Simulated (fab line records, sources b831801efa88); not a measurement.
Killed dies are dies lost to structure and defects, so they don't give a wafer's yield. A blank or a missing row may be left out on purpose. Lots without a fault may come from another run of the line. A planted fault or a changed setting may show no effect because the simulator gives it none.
Problem report in the 8D (eight disciplines) form, filled by code | flow sfq_line | the parts of the form that need people (team, actions taken, sign-off) are left out

1. THE PROBLEM
run_length_s at SFQ_TRILAYER_I1_VIA_BARC_OPEN_VIA_ETCH_071 reads a mean of 79.2 s on 4 wafers of 3 lots; wafers without a fault read 69.9 s with a standard deviation of 0.38. That is +24 standard deviations from the usual mean.
The step: etches BARC in O2, target depth 125 nm, time 41.7 s.
First seen on wafer L496.3, day 34 00:01, on rie_diel-04. The record holds 42 wafers of 15 lots with a number at this step. Rule for "out", or "out of limits": more than 4 standard deviations from the usual mean. The other wafers with a number count as sound.

2. WHAT IT IS AND WHAT IT IS NOT
question                    | is                             | is not
which readings at this step | run_length_s, oes_product_au   | drypump_motor_current_A
which lots                  | L496, L498, L501               | L481, L484, L485, L486, L487, L488, L489, L490, L492, L494, L502, L503
which wafers of those lots  | L496.3, L496.4, L498.3, L501.3 | L498.1, L501.1
read on which tools         | rie_diel-04                    | rie_diel-01, rie_diel-03
when                        | from day 34 00:01              | up to then (30 sound wafers); but 8 sound wafers of L498, L501, L502, L503 came after

3. SUSPECTS, AND WHAT RULES EACH OUT
Counting: a tool at a process step up to the reading stays a suspect if it ran every lot that is out. Sound lots after the first of them don't rule it out here, since some wafers of a struck lot are sound.
- rie_diel-04 at SFQ_TRILAYER_I1_VIA_BARC_OPEN_VIA_ETCH_071 (etches BARC in O2, target depth 125 nm, time 41.7 s): kept. It ran every lot that is out, first L496 (day 34 00:01); its last sound lot up to then is L492 (day 33 13:06). Its own readings are out on those wafers: oes_product_au, run_length_s.
Left after counting: rie_diel-04 at SFQ_TRILAYER_I1_VIA_BARC_OPEN_VIA_ETCH_071.

4. THE CAUSE (what the simulator had put in)
Process parameter drift: rie_diel-04, from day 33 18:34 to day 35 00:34, at SFQ_TRILAYER_I1_VIA_BARC_OPEN_VIA_ETCH_071. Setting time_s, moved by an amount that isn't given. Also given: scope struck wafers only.
Counting left only this tool.

5. THE CHAIN OF EFFECTS, in route order
Each row: a reading whose mean over the struck wafers that have a number lies more than 3 standard deviations from the usual. Only readings for which the record gives a usual standard deviation are gone through. hours: the time from each lot's start at the first step in this table that gives one to its start at this step, as a median over the lots. sigmas: the change in usual standard deviations.
hours | step                                       | reading        | usual      | on struck wafers | change | sigmas
0     | SFQ_TRILAYER_I1_VIA_BARC_OPEN_VIA_ETCH_071 | oes_product_au | 0.686 a.u. | 0.629            | -0.057 | -11
0     | SFQ_TRILAYER_I1_VIA_BARC_OPEN_VIA_ETCH_071 | run_length_s   | 69.9 s     | 79.2             | +9.3   | +24
The process steps in it:
- SFQ_TRILAYER_I1_VIA_BARC_OPEN_VIA_ETCH_071: etches BARC in O2, target depth 125 nm, time 41.7 s.

6. WHAT WOULD HAVE CAUGHT IT SOONER
In this record the first reading out of limits was taken at day 34 00:01, 5 hours after the fault began at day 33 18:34.
